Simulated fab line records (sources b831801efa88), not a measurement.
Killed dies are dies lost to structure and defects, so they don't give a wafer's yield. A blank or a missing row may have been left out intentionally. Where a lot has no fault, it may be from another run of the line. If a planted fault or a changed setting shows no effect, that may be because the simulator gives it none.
Comparing a struck lot with a sound one    flow sfq line    13 steps out of a route of 325
Sound: these wafers, L693.3, L693.5, L693.6. Struck: wafers L709.1, L709.3. (L709.5 of the same lot was not struck and is left out.) The cause comes at the end.
At each step with rows: each side's tool, then ch and its chambers, then its first start. Under that, the readings that differ: sound wafers    struck wafers    difference of the means    sigmas: that difference in standard deviations of wafers without a fault.
alike: readings whose means differ by less than 2 such deviations, and words and numbers that are the same on both sides. not compared: withheld readings, readings that some wafer has no value for, bounds like >300 that may hide the same value, and numbers for which the record gives no deviation and whose values overlap.
A row with sigmas, a row that says differs or no value, or rows on one side alone: a step with any of these is where the two part. When numbers do not overlap yet have no deviation, they are printed without sigmas and do not part them. A reading that every wafer of one side lacks parts them only if that side has two wafers or more.

first, 1 step without rows for these wafers: SFQ_TRILAYER_M3_DEP_PRE_CLEAN_074 (time 22.5 s).
SFQ_TRILAYER_M3_DEP_SPUTTER_073: material Nb, target thk 200 nm, time 133.3 s.
  sound on pvd sputter-04 at day 44 14:40; struck on pvd sputter-03 at day 47 19:38
  alike: substrate temp c, throttle valve pct
SFQ_M3_RS_MEAS_919: measures by four-point-probe.
  sound on film metro-03 at day 44 14:47; struck on film metro-02 at day 47 19:44
  alike: M3_NB_RS
then, 6 steps without rows for these wafers: SFQ_TRILAYER_M3_LITHO_COAT_080 (resist thk 62 nm); SFQ_TRILAYER_M3_LITHO_COAT_075 (resist thk 600 nm); SFQ_TRILAYER_M3_LITHO_SOFTBAKE_079; SFQ_TRILAYER_M3_LITHO_EXPOSE_076 (exposes mask M3, target cd 500 nm); SFQ_TRILAYER_M3_LITHO_PEB_078 (peb time 60 s); SFQ_TRILAYER_M3_LITHO_DEVELOP_077 (time 60 s).
-- the record jumps here: 5 days lie between the struck wafers' starts before and after --
SFQ_M3_OVL_MEAS_921:
  sound on overlay-02 at day 44 17:12; struck on overlay-02 at day 52 12:25
  alike: M3_OVL
SFQ_TRILAYER_M3_BARC_OPEN_METAL_ETCH_100: etches BARC in O2, target depth 125 nm, time 41.7 s.
  sound on rie metal-02 ch 0,1, day 44 17:14; struck on rie metal-03 ch 1, day 52 12:28
reading                      sound        struck   difference  sigmas
drypump motor current A (A)  5.1 5.4 5.1  6.4 6.4  +1.2        +3
  alike: bias w, oes product au
  not compared: rf hours counter h
SFQ_TRILAYER_M3_ETCH_METAL_ETCH_078: etches Nb in Cl2/Ar, stops on SiO2, target depth 240 nm, time 120 s.
  sound on rie metal-02 ch 0,1, day 44 17:19; struck on rie metal-03 ch 1, day 52 12:31
reading                                              sound              struck       difference  sigmas
drypump motor current A (A)                          5.1 5.4 5.1        6.4 6.4      +1.2        +3
model.KrF_of_TRILAYER_M3_LITHO_COAT_075.thk nm (nm)  384.4 385.7 385.4  403.8 403.6  +18.5       
  alike: bias w, oes product au
  not compared: rf hours counter h
SFQ_TRILAYER_M3_STRIP_STRIP_079: strips in O2.
  sound on rie metal-02 ch 0,1, day 44 17:37; struck on rie metal-03 ch 1, day 52 12:38
reading                      sound              struck       difference  sigmas
drypump motor current A (A)  5.1 5.4 5.1        6.4 6.4      +1.2        +3
oes product au (a.u.)        0.994 0.998 0.996  1.014 1.020  +0.021      +2
  not compared: rf hours counter h

## WHERE THEY PART
Earliest at SFQ_TRILAYER_M3_BARC_OPEN_METAL_ETCH_100; latest, in this record, at SFQ_TRILAYER_M3_STRIP_STRIP_079.

WHY: whatever the simulator had introduced
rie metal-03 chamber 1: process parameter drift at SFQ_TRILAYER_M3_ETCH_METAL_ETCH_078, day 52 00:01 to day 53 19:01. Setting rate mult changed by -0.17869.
